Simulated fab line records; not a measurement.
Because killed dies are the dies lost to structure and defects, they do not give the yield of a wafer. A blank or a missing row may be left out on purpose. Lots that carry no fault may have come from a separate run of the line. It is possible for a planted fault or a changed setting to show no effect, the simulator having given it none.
fab line records / flow sky130
record lots=4 wafers=12 last_day=50
route steps=708 shown NWELL@75 VT_ADJUST_HVTP@85 VT_ADJUST_LVTN@97 VT_ADJUST_NCORE@130 VT_ADJUST_HVTR@142 VT_ADJUST_PCH@153 SONOS_TUNNEL@166 PAD_OPEN@708
lots that met no fault: from a run of the same line without faults
start_h: the number of hours between the record's first day and the start of the first shown wafer of the lot / wait_h: hours since the lot's step before / " as in the row above / L1.1+2: a row that stands for several wafers / - no value, or no start given / * or withheld: withheld / < > ~ a bound
route shown NAME@n: a module of which the file shows steps, and the number in the route of the first / usual: mean/standard deviation of fault-free wafers / same: alike in all rows / chamber/n: place in a boat / sites: the reading at each site / _std_site: the values' standard deviation / _edge_site: the outer-site mean with the inner-site mean subtracted / radius_mm: how far each site lies from the wafer's centre / mask NAME#n: copy n / behind: the most recent tool/chamber to have shaped the wafer / hold: reason for holding the lot/hours on hold/outcome of the hold / device: the transistor (n, p or np) that didn't switch / end of line: the same wafers' tests at the end of the route / step lacking rows: just its recipe / killed: dies lost to structure and defects at the first sort, not the wafer's yield / map: a wafer's dies, x killed, . not, _ none there
set.NAME: the setting the step ran with; set.NAME@STEP: the setting that earlier step ran with / model.NAME: the simulator's own value behind a step, which no gauge read
lots seen at some steps along the route; tables by step, rows by wafer
## steps
# step SKY_NWELL_DEVELOP_22
# recipe wall_angle_deg=90 developer=TMAH develop_time_s=60 dev_temp_c=23
# step SKY_NWELL_IMPLANT_24
# recipe species=B energy_kev=140 dose_cm2=9.2e+12 tilt_deg=withheld
# step SKY_NWELL_STRIP_25
# recipe chemistry=O2/N2 power_w=1400 pressure_mtorr=1500 platen_temp_c=withheld o2_flow_sccm=3000 n2_flow_sccm=300 overash_fraction=0.5
# step SKY_NWELL_CLEAN_27
# recipe chemistry=SC1/SC2 mix=1:4:20 temp_c=70 time_s=150 dry=n2_spin
# step SKY_NWELL_RTA_28
# recipe temp_c=1050 time_s=30 idle_temp_c=650 ramp_up_c_per_s=150 ramp_down_c_per_s=90 ambient=N2
# step SKY_VT_ADJUST_HVTP_DEHYDRATE_00
# recipe temp_c=200 time_s=60
# step SKY_VT_ADJUST_HVTP_HMDS_01
# recipe prime_time_s=60 prime_temp_c=120
# step SKY_VT_ADJUST_HVTP_COAT_02
# recipe resist=NOVOLAK spin_rpm=3000 resist_thk_nm=1140
# usual chill_plate_temp_C=23.01/0.12 dispense_pressure_kPa=51.8/2.9
lot.wafer=L857.3 tool=litho_track-04 chamber=- start_h=243.99 wait_h=0.1 chill_plate_temp_C=- dispense_pressure_kPa=-
lot.wafer=L857.4 tool=litho_track-04 chamber=- start_h=243.99 wait_h=0.1 chill_plate_temp_C=- dispense_pressure_kPa=-
lot.wafer=L857.5 tool=litho_track-04 chamber=- start_h=243.99 wait_h=0.1 chill_plate_temp_C=- dispense_pressure_kPa=-
lot.wafer=L856.1 tool=litho_track-03 chamber=- start_h=244.72 wait_h=0.1 chill_plate_temp_C=- dispense_pressure_kPa=-
lot.wafer=L856.4 tool=litho_track-03 chamber=- start_h=244.72 wait_h=0.1 chill_plate_temp_C=- dispense_pressure_kPa=-
lot.wafer=L856.5 tool=litho_track-03 chamber=- start_h=244.72 wait_h=0.1 chill_plate_temp_C=- dispense_pressure_kPa=-
lot.wafer=L859.1 tool=litho_track-04 chamber=0 start_h=248.79 wait_h=0.1 chill_plate_temp_C=23.03 dispense_pressure_kPa=54.7
lot.wafer=L859.2 tool=litho_track-04 chamber=0 start_h=248.79 wait_h=0.1 chill_plate_temp_C=23.04 dispense_pressure_kPa=54.7
lot.wafer=L859.6 tool=litho_track-04 chamber=0 start_h=248.79 wait_h=0.1 chill_plate_temp_C=23.09 dispense_pressure_kPa=54.7
lot.wafer=L858.1 tool=litho_track-04 chamber=0 start_h=249.39 wait_h=0.1 chill_plate_temp_C=23.02 dispense_pressure_kPa=54.7
lot.wafer=L858.4 tool=litho_track-04 chamber=0 start_h=249.39 wait_h=0.1 chill_plate_temp_C=22.94 dispense_pressure_kPa=54.7
lot.wafer=L858.6 tool=litho_track-04 chamber=0 start_h=249.39 wait_h=0.1 chill_plate_temp_C=22.83 dispense_pressure_kPa=54.6
# step SKY_VT_ADJUST_HVTP_SOFTBAKE_03
# recipe temp_c=90 time_s=60 resist=NOVOLAK
# step SKY_VT_ADJUST_HVTP_EXPOSE_04
# recipe mask_id=HVTPM na=0.6 source_shape=conventional sigma_outer=0.6 polarization=unpolarized target_cd_nm=380 dose_mj=142.5
# step SKY_VT_ADJUST_HVTP_PEB_05
# recipe temp_c=withheld time_s=* resist=NOVOLAK
# step SKY_VT_ADJUST_HVTP_DEVELOP_06
# recipe resist=NOVOLAK developer=TMAH develop_time_s=60 dev_temp_c=23
# step SKY_VT_ADJUST_HVTP_CD_MEAS_07
# recipe target_cd_nm=380
# usual cd_nm=379.4/2.4
lot.wafer=L857.3 tool=cd_sem-02 chamber=- start_h=255.52 wait_h=0.2 cd_nm=-
lot.wafer=L857.4 tool=cd_sem-02 chamber=- start_h=255.52 wait_h=0.2 cd_nm=-
lot.wafer=L857.5 tool=cd_sem-02 chamber=- start_h=255.52 wait_h=0.2 cd_nm=-
lot.wafer=L856.1 tool=cd_sem-02 chamber=- start_h=256.03 wait_h=0.1 cd_nm=-
lot.wafer=L856.4 tool=cd_sem-02 chamber=- start_h=256.03 wait_h=0.1 cd_nm=-
lot.wafer=L856.5 tool=cd_sem-02 chamber=- start_h=256.03 wait_h=0.1 cd_nm=-
lot.wafer=L859.1 tool=cd_sem-02 chamber=- start_h=260.39 wait_h=0.1 cd_nm=381.8
lot.wafer=L859.2 tool=cd_sem-02 chamber=- start_h=260.39 wait_h=0.1 cd_nm=380.7
lot.wafer=L859.6 tool=cd_sem-02 chamber=- start_h=260.39 wait_h=0.1 cd_nm=378.1
lot.wafer=L858.1 tool=cd_sem-01 chamber=- start_h=260.83 wait_h=0.1 cd_nm=380.5
lot.wafer=L858.4 tool=cd_sem-01 chamber=- start_h=260.83 wait_h=0.1 cd_nm=378.6
lot.wafer=L858.6 tool=cd_sem-01 chamber=- start_h=260.83 wait_h=0.1 cd_nm=379.8
# step SKY_VT_ADJUST_HVTP_OVL_MEAS_08
# usual VT_ADJUST_HVTP_OVL=0.0/1.3
lot.wafer=L857.3 tool=overlay-02 chamber=- start_h=255.61 wait_h=0.1 VT_ADJUST_HVTP_OVL[nm]=-
lot.wafer=L857.4 tool=overlay-02 chamber=- start_h=255.61 wait_h=0.1 VT_ADJUST_HVTP_OVL[nm]=-
lot.wafer=L857.5 tool=overlay-02 chamber=- start_h=255.61 wait_h=0.1 VT_ADJUST_HVTP_OVL[nm]=-
lot.wafer=L856.1 tool=overlay-02 chamber=- start_h=256.15 wait_h=0.1 VT_ADJUST_HVTP_OVL[nm]=-
lot.wafer=L856.4 tool=overlay-02 chamber=- start_h=256.15 wait_h=0.1 VT_ADJUST_HVTP_OVL[nm]=-
lot.wafer=L856.5 tool=overlay-02 chamber=- start_h=256.15 wait_h=0.1 VT_ADJUST_HVTP_OVL[nm]=-
lot.wafer=L859.1 tool=overlay-01 chamber=- start_h=260.51 wait_h=0.1 VT_ADJUST_HVTP_OVL[nm]=0.1
lot.wafer=L859.2 tool=overlay-01 chamber=- start_h=260.51 wait_h=0.1 VT_ADJUST_HVTP_OVL[nm]=0.2
lot.wafer=L859.6 tool=overlay-01 chamber=- start_h=260.51 wait_h=0.1 VT_ADJUST_HVTP_OVL[nm]=-1.7
lot.wafer=L858.1 tool=overlay-01 chamber=- start_h=260.95 wait_h=0.1 VT_ADJUST_HVTP_OVL[nm]=2.6
lot.wafer=L858.4 tool=overlay-01 chamber=- start_h=260.95 wait_h=0.1 VT_ADJUST_HVTP_OVL[nm]=-0.7
lot.wafer=L858.6 tool=overlay-01 chamber=- start_h=260.95 wait_h=0.1 VT_ADJUST_HVTP_OVL[nm]=-1.0
# step SKY_VT_ADJUST_HVTP_IMPLANT_09
# recipe species=As energy_kev=150 dose_cm2=4.3e+12 tilt_deg=withheld
# step SKY_VT_ADJUST_HVTP_STRIP_10
# recipe chemistry=O2/N2 power_w=1400 pressure_mtorr=1500 platen_temp_c=withheld o2_flow_sccm=3000 n2_flow_sccm=300 overash_fraction=0.5
# step SKY_VT_ADJUST_LVTN_DEHYDRATE_00
# recipe temp_c=200 time_s=60
# step SKY_VT_ADJUST_LVTN_HMDS_01
# recipe prime_time_s=60 prime_temp_c=120
# step SKY_VT_ADJUST_LVTN_COAT_02
# recipe spin_rpm=2000 resist_thk_nm=3000
# step SKY_VT_ADJUST_LVTN_SOFTBAKE_03
# recipe temp_c=110 time_s=withheld
# step SKY_VT_ADJUST_LVTN_EXPOSE_04
# recipe mask_id=NWM_COMPLEMENT_LESS_NATIVE na=0.6 source_shape=conventional sigma_outer=0.6 polarization=unpolarized target_cd_nm=840 dose_mj=194
# step SKY_VT_ADJUST_LVTN_PEB_05
# recipe temp_c=115 time_s=withheld
# step SKY_VT_ADJUST_LVTN_DEVELOP_06
# recipe wall_angle_deg=90 developer=TMAH develop_time_s=60 dev_temp_c=23
# step SKY_VT_ADJUST_LVTN_IMPLANT_08
# recipe species=B energy_kev=30 dose_cm2=1.604e+12 tilt_deg=withheld
# step SKY_VT_ADJUST_LVTN_STRIP_09
# recipe chemistry=O2/N2 power_w=1400 pressure_mtorr=1500 platen_temp_c=withheld o2_flow_sccm=3000 n2_flow_sccm=300 overash_fraction=0.5
# step SKY_VT_ADJUST_LVTN_TW_MEAS_10
# usual VT_ADJUST_LVTN_TW=242.5/1.3
lot.wafer=L857.3 tool=film_metro-03 chamber=- start_h=280.12 wait_h=0.1 VT_ADJUST_LVTN_TW=1345.9
lot.wafer=L857.4 tool=film_metro-03 chamber=- start_h=280.12 wait_h=0.1 VT_ADJUST_LVTN_TW=1347.6
lot.wafer=L857.5 tool=film_metro-03 chamber=- start_h=280.12 wait_h=0.1 VT_ADJUST_LVTN_TW=1340.4
lot.wafer=L856.1 tool=film_metro-03 chamber=- start_h=280.67 wait_h=0.1 VT_ADJUST_LVTN_TW=1354.8
lot.wafer=L856.4 tool=film_metro-03 chamber=- start_h=280.67 wait_h=0.1 VT_ADJUST_LVTN_TW=1347.4
lot.wafer=L856.5 tool=film_metro-03 chamber=- start_h=280.67 wait_h=0.1 VT_ADJUST_LVTN_TW=1341.2
lot.wafer=L859.1 tool=film_metro-04 chamber=- start_h=285.42 wait_h=0.1 VT_ADJUST_LVTN_TW=242.2
lot.wafer=L859.2 tool=film_metro-04 chamber=- start_h=285.42 wait_h=0.1 VT_ADJUST_LVTN_TW=241.6
lot.wafer=L859.6 tool=film_metro-04 chamber=- start_h=285.42 wait_h=0.1 VT_ADJUST_LVTN_TW=241.6
lot.wafer=L858.1 tool=film_metro-02 chamber=- start_h=285.88 wait_h=0.1 VT_ADJUST_LVTN_TW=244.7
lot.wafer=L858.4 tool=film_metro-02 chamber=- start_h=285.88 wait_h=0.1 VT_ADJUST_LVTN_TW=243.8
lot.wafer=L858.6 tool=film_metro-02 chamber=- start_h=285.88 wait_h=0.1 VT_ADJUST_LVTN_TW=245.1
# step SKY_VT_ADJUST_LVTN_DEHYDRATE_11
# recipe temp_c=200 time_s=60
# step SKY_VT_ADJUST_LVTN_HMDS_12
# recipe prime_time_s=60 prime_temp_c=120
# step SKY_VT_ADJUST_LVTN_COAT_13
# recipe resist=NOVOLAK spin_rpm=3000 resist_thk_nm=1140
# step SKY_VT_ADJUST_LVTN_SOFTBAKE_14
# recipe temp_c=90 time_s=60 resist=NOVOLAK
# step SKY_VT_ADJUST_LVTN_EXPOSE_15
# recipe mask_id=HVN_STD_DERIVED na=0.6 source_shape=conventional sigma_outer=0.6 polarization=unpolarized target_cd_nm=600 dose_mj=163
# step SKY_VT_ADJUST_LVTN_PEB_16
# recipe temp_c=withheld time_s=* resist=NOVOLAK
# step SKY_VT_ADJUST_LVTN_DEVELOP_17
# recipe resist=NOVOLAK developer=TMAH develop_time_s=60 dev_temp_c=23
# step SKY_VT_ADJUST_LVTN_IMPLANT_19
# recipe species=B energy_kev=30 dose_cm2=6.5e+11 tilt_deg=withheld
# step SKY_VT_ADJUST_LVTN_TW_MEAS_21
# usual VT_ADJUST_LVTN_2_TW=187.9/0.92
lot.wafer=L857.3 tool=film_metro-02 chamber=- start_h=305.69 wait_h=0.1 VT_ADJUST_LVTN_2_TW=1363.4
lot.wafer=L857.4 tool=film_metro-02 chamber=- start_h=305.69 wait_h=0.1 VT_ADJUST_LVTN_2_TW=1357.2
lot.wafer=L857.5 tool=film_metro-02 chamber=- start_h=305.69 wait_h=0.1 VT_ADJUST_LVTN_2_TW=1364.6
lot.wafer=L856.1 tool=film_metro-04 chamber=- start_h=306.32 wait_h=0.1 VT_ADJUST_LVTN_2_TW=1348.1
lot.wafer=L856.4 tool=film_metro-04 chamber=- start_h=306.32 wait_h=0.1 VT_ADJUST_LVTN_2_TW=1346.5
lot.wafer=L856.5 tool=film_metro-04 chamber=- start_h=306.32 wait_h=0.1 VT_ADJUST_LVTN_2_TW=1352.2
lot.wafer=L859.1 tool=film_metro-03 chamber=- start_h=311.07 wait_h=0.1 VT_ADJUST_LVTN_2_TW=190.1
lot.wafer=L859.2 tool=film_metro-03 chamber=- start_h=311.07 wait_h=0.1 VT_ADJUST_LVTN_2_TW=188.8
lot.wafer=L859.6 tool=film_metro-03 chamber=- start_h=311.07 wait_h=0.1 VT_ADJUST_LVTN_2_TW=189.0
lot.wafer=L858.1 tool=film_metro-02 chamber=- start_h=311.43 wait_h=0.1 VT_ADJUST_LVTN_2_TW=188.7
lot.wafer=L858.4 tool=film_metro-02 chamber=- start_h=311.43 wait_h=0.1 VT_ADJUST_LVTN_2_TW=187.1
lot.wafer=L858.6 tool=film_metro-02 chamber=- start_h=311.43 wait_h=0.1 VT_ADJUST_LVTN_2_TW=188.9
# step SKY_VT_ADJUST_NCORE_TW_MEAS_11
# usual VT_ADJUST_NCORE_TW=219.0/1
lot.wafer=L857.3 tool=film_metro-01 chamber=- start_h=331.71 wait_h=0.1 VT_ADJUST_NCORE_TW=1348.2
lot.wafer=L857.4 tool=film_metro-01 chamber=- start_h=331.71 wait_h=0.1 VT_ADJUST_NCORE_TW=1349.6
lot.wafer=L857.5 tool=film_metro-01 chamber=- start_h=331.71 wait_h=0.1 VT_ADJUST_NCORE_TW=1345.3
lot.wafer=L856.1 tool=film_metro-01 chamber=- start_h=332.30 wait_h=0.1 VT_ADJUST_NCORE_TW=1354.4
lot.wafer=L856.4 tool=film_metro-01 chamber=- start_h=332.30 wait_h=0.1 VT_ADJUST_NCORE_TW=1356.2
lot.wafer=L856.5 tool=film_metro-01 chamber=- start_h=332.30 wait_h=0.1 VT_ADJUST_NCORE_TW=1355.0
lot.wafer=L859.1 tool=film_metro-01 chamber=- start_h=337.74 wait_h=0.1 VT_ADJUST_NCORE_TW=220.7
lot.wafer=L859.2 tool=film_metro-01 chamber=- start_h=337.74 wait_h=0.1 VT_ADJUST_NCORE_TW=219.9
lot.wafer=L859.6 tool=film_metro-01 chamber=- start_h=337.74 wait_h=0.1 VT_ADJUST_NCORE_TW=220.8
lot.wafer=L858.1 tool=film_metro-04 chamber=- start_h=338.24 wait_h=0.1 VT_ADJUST_NCORE_TW=219.5
lot.wafer=L858.4 tool=film_metro-04 chamber=- start_h=338.24 wait_h=0.1 VT_ADJUST_NCORE_TW=219.1
lot.wafer=L858.6 tool=film_metro-04 chamber=- start_h=338.24 wait_h=0.1 VT_ADJUST_NCORE_TW=218.9
# step SKY_VT_ADJUST_HVTR_TW_MEAS_11
# usual VT_ADJUST_HVTR_TW=211.0/1.2
lot.wafer=L857.3 tool=film_metro-03 chamber=- start_h=359.51 wait_h=0.1 VT_ADJUST_HVTR_TW=1363.2
lot.wafer=L857.4 tool=film_metro-03 chamber=- start_h=359.51 wait_h=0.1 VT_ADJUST_HVTR_TW=1360.1
lot.wafer=L857.5 tool=film_metro-03 chamber=- start_h=359.51 wait_h=0.1 VT_ADJUST_HVTR_TW=1368.7
lot.wafer=L856.1 tool=film_metro-01 chamber=- start_h=359.82 wait_h=0.1 VT_ADJUST_HVTR_TW=1358.4
lot.wafer=L856.4 tool=film_metro-01 chamber=- start_h=359.82 wait_h=0.1 VT_ADJUST_HVTR_TW=1361.4
lot.wafer=L856.5 tool=film_metro-01 chamber=- start_h=359.82 wait_h=0.1 VT_ADJUST_HVTR_TW=1364.7
lot.wafer=L859.1 tool=film_metro-01 chamber=- start_h=365.19 wait_h=0.1 VT_ADJUST_HVTR_TW=210.4
lot.wafer=L859.2 tool=film_metro-01 chamber=- start_h=365.19 wait_h=0.1 VT_ADJUST_HVTR_TW=210.0
lot.wafer=L859.6 tool=film_metro-01 chamber=- start_h=365.19 wait_h=0.1 VT_ADJUST_HVTR_TW=210.9
lot.wafer=L858.1 tool=film_metro-04 chamber=- start_h=366.12 wait_h=0.1 VT_ADJUST_HVTR_TW=210.2
lot.wafer=L858.4 tool=film_metro-04 chamber=- start_h=366.12 wait_h=0.1 VT_ADJUST_HVTR_TW=209.1
lot.wafer=L858.6 tool=film_metro-04 chamber=- start_h=366.12 wait_h=0.1 VT_ADJUST_HVTR_TW=210.6
# step SKY_VT_ADJUST_PCH_TW_MEAS_10
# usual VT_ADJUST_PCH_TW=142.8/0.65
lot.wafer=L857.3 tool=film_metro-01 chamber=- start_h=389.64 wait_h=0.1 VT_ADJUST_PCH_TW=1350.7
lot.wafer=L857.4 tool=film_metro-01 chamber=- start_h=389.64 wait_h=0.1 VT_ADJUST_PCH_TW=1355.5
lot.wafer=L857.5 tool=film_metro-01 chamber=- start_h=389.64 wait_h=0.1 VT_ADJUST_PCH_TW=1359.8
lot.wafer=L856.1 tool=film_metro-03 chamber=- start_h=389.77 wait_h=0.1 VT_ADJUST_PCH_TW=1364.7
lot.wafer=L856.4 tool=film_metro-03 chamber=- start_h=389.77 wait_h=0.1 VT_ADJUST_PCH_TW=1367.7
lot.wafer=L856.5 tool=film_metro-03 chamber=- start_h=389.77 wait_h=0.1 VT_ADJUST_PCH_TW=1365.2
lot.wafer=L859.1 tool=film_metro-01 chamber=- start_h=393.72 wait_h=0.1 VT_ADJUST_PCH_TW=143.0
lot.wafer=L859.2 tool=film_metro-01 chamber=- start_h=393.72 wait_h=0.1 VT_ADJUST_PCH_TW=143.4
lot.wafer=L859.6 tool=film_metro-01 chamber=- start_h=393.72 wait_h=0.1 VT_ADJUST_PCH_TW=142.5
lot.wafer=L858.1 tool=film_metro-01 chamber=- start_h=394.35 wait_h=0.1 VT_ADJUST_PCH_TW=142.6
lot.wafer=L858.4 tool=film_metro-01 chamber=- start_h=394.35 wait_h=0.1 VT_ADJUST_PCH_TW=141.7
lot.wafer=L858.6 tool=film_metro-01 chamber=- start_h=394.35 wait_h=0.1 VT_ADJUST_PCH_TW=143.4
# step SKY_SONOS_TUNNEL_TW_MEAS_12
# usual SONOS_TUNNEL_TW=197.7/0.99
lot.wafer=L857.3 tool=film_metro-02 chamber=- start_h=420.52 wait_h=0.0 SONOS_TUNNEL_TW=1363.0
lot.wafer=L857.4 tool=film_metro-02 chamber=- start_h=420.52 wait_h=0.0 SONOS_TUNNEL_TW=1366.8
lot.wafer=L857.5 tool=film_metro-02 chamber=- start_h=420.52 wait_h=0.0 SONOS_TUNNEL_TW=1364.3
lot.wafer=L856.1 tool=film_metro-03 chamber=- start_h=421.27 wait_h=0.0 SONOS_TUNNEL_TW=1366.2
lot.wafer=L856.4 tool=film_metro-03 chamber=- start_h=421.27 wait_h=0.0 SONOS_TUNNEL_TW=1367.6
lot.wafer=L856.5 tool=film_metro-03 chamber=- start_h=421.27 wait_h=0.0 SONOS_TUNNEL_TW=1364.5
lot.wafer=L859.1 tool=film_metro-03 chamber=- start_h=424.51 wait_h=0.0 SONOS_TUNNEL_TW=199.3
lot.wafer=L859.2 tool=film_metro-03 chamber=- start_h=424.51 wait_h=0.0 SONOS_TUNNEL_TW=198.8
lot.wafer=L859.6 tool=film_metro-03 chamber=- start_h=424.51 wait_h=0.0 SONOS_TUNNEL_TW=198.2
lot.wafer=L858.1 tool=film_metro-03 chamber=- start_h=425.79 wait_h=0.0 SONOS_TUNNEL_TW=199.5
lot.wafer=L858.4 tool=film_metro-03 chamber=- start_h=425.79 wait_h=0.0 SONOS_TUNNEL_TW=198.3
lot.wafer=L858.6 tool=film_metro-03 chamber=- start_h=425.79 wait_h=0.0 SONOS_TUNNEL_TW=199.2
# step SKY_PAD_OPEN_PROBE_99
# usual killed_at_M0_to_M3=43/6.9 killed_at_M4_up=3.1/1.9 killed_at_contacts=24/5.4 killed_at_front_end=14/4.3 killed_at_other=0.3/0.53 killed_dies=84/9.5 killed_on_rim=16/4.1 killed_open=46/6.8 killed_short=38/6
# same gross_dies=492 killed_at_back_side=0
lot.wafer=L856.1 tool=prober-02 chamber=- start_h=1193.74 wait_h=0.1 killed_at_M0_to_M3=44 killed_at_M4_up=2 killed_at_contacts=19 killed_at_front_end=427 killed_at_other=0 killed_dies=492 killed_on_rim=96 killed_open=40 killed_short=32
lot.wafer=L856.4 tool=prober-02 chamber=- start_h=1193.89 wait_h=0.2 killed_at_M0_to_M3=37 killed_at_M4_up=5 killed_at_contacts=19 killed_at_front_end=431 killed_at_other=0 killed_dies=492 killed_on_rim=96 killed_open=39 killed_short=32
lot.wafer=L856.5 tool=prober-02 chamber=- start_h=1193.94 wait_h=0.2 killed_at_M0_to_M3=40 killed_at_M4_up=2 killed_at_contacts=16 killed_at_front_end=434 killed_at_other=0 killed_dies=492 killed_on_rim=96 killed_open=39 killed_short=38
lot.wafer=L857.3 tool=prober-01 chamber=- start_h=1194.96 wait_h=0.2 killed_at_M0_to_M3=35 killed_at_M4_up=1 killed_at_contacts=16 killed_at_front_end=440 killed_at_other=0 killed_dies=492 killed_on_rim=96 killed_open=38 killed_short=28
lot.wafer=L857.4 tool=prober-01 chamber=- start_h=1195.01 wait_h=0.2 killed_at_M0_to_M3=44 killed_at_M4_up=3 killed_at_contacts=18 killed_at_front_end=426 killed_at_other=1 killed_dies=492 killed_on_rim=96 killed_open=38 killed_short=44
lot.wafer=L857.5 tool=prober-01 chamber=- start_h=1195.06 wait_h=0.2 killed_at_M0_to_M3=47 killed_at_M4_up=3 killed_at_contacts=32 killed_at_front_end=409 killed_at_other=1 killed_dies=492 killed_on_rim=96 killed_open=49 killed_short=43
# killed by level:class
L856.1 VT_ADJUST_HVTP:area_expose=419 VIA1:geometric_particle:open=9 CONTACT:geometric_particle:open=7 VIA2:geometric_particle:open=6 METAL3:geometric_particle:short=5 LI_CONTACT:geometric_particle:open=5 METAL1:geometric_particle:short=4 VIA2:geometric_particle:short=4
L856.4 VT_ADJUST_HVTP:area_expose=420 CONTACT:geometric_particle:open=6 VIA1:geometric_particle:open=6 VIA3:geometric_particle:open=6 METAL2:geometric_particle:short=5 LI_CONTACT:geometric_particle:open=5 POLY_GATE:geometric_particle:open=4 METAL1:geometric_particle:short=4
L856.5 VT_ADJUST_HVTP:area_expose=414 VIA1:geometric_particle:open=8 CONTACT:geometric_particle:open=6 METAL1:geometric_particle:short=6 VIA3:geometric_particle:short=6 FIELD_ISO:geometric_particle:open=5 FIELD_ISO:geometric_particle:short=4 LI_CONTACT:geometric_particle:open=4
L857.3 VT_ADJUST_HVTP:area_expose=426 VIA3:geometric_particle:open=8 CONTACT:geometric_particle:open=7 VIA1:geometric_particle:open=7 POLY_GATE:geometric_particle:open=6 METAL2:geometric_particle:short=6 METAL3:geometric_particle:short=4 FIELD_ISO:geometric_particle:short=3
L857.4 VT_ADJUST_HVTP:area_expose=410 VIA1:geometric_particle:open=8 CONTACT:geometric_particle:open=7 VIA3:geometric_particle:open=7 CONTACT:geometric_particle:short=6 VIA2:geometric_particle:open=6 FIELD_ISO:geometric_particle:short=5 VIA1:geometric_particle:short=5
L857.5 VT_ADJUST_HVTP:area_expose=400 VIA1:geometric_particle:open=13 CONTACT:geometric_particle:short=9 CONTACT:geometric_particle:open=8 LI_CONTACT:geometric_particle:open=8 VIA1:geometric_particle:short=6 METAL2:geometric_particle:short=6 VIA2:geometric_particle:open=6
# map L856.1 (x killed, . not)
__________xxxxxxxxxx_________
________xxxxxxxxxxxxxx_______
______xxxxxxxxxxxxxxxxxx_____
_____xxxxxxxxxxxxxxxxxxxx____
____xxxxxxxxxxxxxxxxxxxxxx___
___xxxxxxxxxxxxxxxxxxxxxxxx__
__xxxxxxxxxxxxxxxxxxxxxxxxxx_
_xxxxxxxxxxxxxxxxxxxxxxxxxxxx
_xxxxxxxxxxxxxxxxxxxxxxxxxxxx
_xxxxxxxxxxxxxxxxxxxxxxxxxxxx
_xxxxxxxxxxxxxxxxxxxxxxxxxxxx
_xxxxxxxxxxxxxxxxxxxxxxxxxxxx
_xxxxxxxxxxxxxxxxxxxxxxxxxxxx
_xxxxxxxxxxxxxxxxxxxxxxxxxxxx
_xxxxxxxxxxxxxxxxxxxxxxxxxxxx
__xxxxxxxxxxxxxxxxxxxxxxxxxx_
___xxxxxxxxxxxxxxxxxxxxxxxx__
____xxxxxxxxxxxxxxxxxxxxxx___
_____xxxxxxxxxxxxxxxxxxxx____
______xxxxxxxxxxxxxxxxxx_____
________xxxxxxxxxxxxxx_______
__________xxxxxxxxxx_________
# map L857.3 (x killed, . not)
__________xxxxxxxxxx_________
________xxxxxxxxxxxxxx_______
______xxxxxxxxxxxxxxxxxx_____
_____xxxxxxxxxxxxxxxxxxxx____
____xxxxxxxxxxxxxxxxxxxxxx___
___xxxxxxxxxxxxxxxxxxxxxxxx__
__xxxxxxxxxxxxxxxxxxxxxxxxxx_
_xxxxxxxxxxxxxxxxxxxxxxxxxxxx
_xxxxxxxxxxxxxxxxxxxxxxxxxxxx
_xxxxxxxxxxxxxxxxxxxxxxxxxxxx
_xxxxxxxxxxxxxxxxxxxxxxxxxxxx
_xxxxxxxxxxxxxxxxxxxxxxxxxxxx
_xxxxxxxxxxxxxxxxxxxxxxxxxxxx
_xxxxxxxxxxxxxxxxxxxxxxxxxxxx
_xxxxxxxxxxxxxxxxxxxxxxxxxxxx
__xxxxxxxxxxxxxxxxxxxxxxxxxx_
___xxxxxxxxxxxxxxxxxxxxxxxx__
____xxxxxxxxxxxxxxxxxxxxxx___
_____xxxxxxxxxxxxxxxxxxxx____
______xxxxxxxxxxxxxxxxxx_____
________xxxxxxxxxxxxxx_______
__________xxxxxxxxxx_________
## key
first_sign step=SKY_VT_ADJUST_HVTP_COAT_02 reading=tool_record direction=missing
effect step=SKY_VT_ADJUST_HVTP_CD_MEAS_07 reading=cd_nm direction=missing
effect step=SKY_VT_ADJUST_HVTP_OVL_MEAS_08 reading=VT_ADJUST_HVTP_OVL direction=missing
effect step=SKY_VT_ADJUST_LVTN_TW_MEAS_10 reading=VT_ADJUST_LVTN_TW direction=up sigmas=99+ usual=242.5 struck=1346.2
effect step=SKY_VT_ADJUST_LVTN_TW_MEAS_21 reading=VT_ADJUST_LVTN_2_TW direction=up sigmas=99+ usual=187.9 struck=1355.3
effect step=SKY_VT_ADJUST_NCORE_TW_MEAS_11 reading=VT_ADJUST_NCORE_TW direction=up sigmas=99+ usual=219.0 struck=1351.5
effect step=SKY_VT_ADJUST_HVTR_TW_MEAS_11 reading=VT_ADJUST_HVTR_TW direction=up sigmas=99+ usual=211.0 struck=1362.7
effect step=SKY_VT_ADJUST_PCH_TW_MEAS_10 reading=VT_ADJUST_PCH_TW direction=up sigmas=99+ usual=142.8 struck=1360.6
effect step=SKY_SONOS_TUNNEL_TW_MEAS_12 reading=SONOS_TUNNEL_TW direction=up sigmas=99+ usual=197.7 struck=1365.4
effect step=SKY_PAD_OPEN_PROBE_99 reading=killed_at_front_end direction=up sigmas=96 usual=14 struck=428
more_kills_born_at SKY_VT_ADJUST_HVTP_EXPOSE_04@iline_stepper-02=1253 SKY_VT_ADJUST_HVTP_EXPOSE_04@iline_stepper-01=1236
met_at SKY_VT_ADJUST_HVTP_COAT_02
struck_wafers L856.1,L856.4,L856.5,L857.3,L857.4,L857.5
tester_left_out L856,L857
fault kind=skipped_step_whole tool=litho_track-03,litho_track-04 chamber=- onset_h=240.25 steps=SKY_VT_ADJUST_HVTP_COAT_02 scope=struck_lots_only
# tester_left_out: of these lots the tester's yield and bins aren't shown, on N5 and GAA mostly nor the transistor test; their killed dies are dies lost to structure and defects alone, not to doping, threshold or leakage, so they don't give the yield
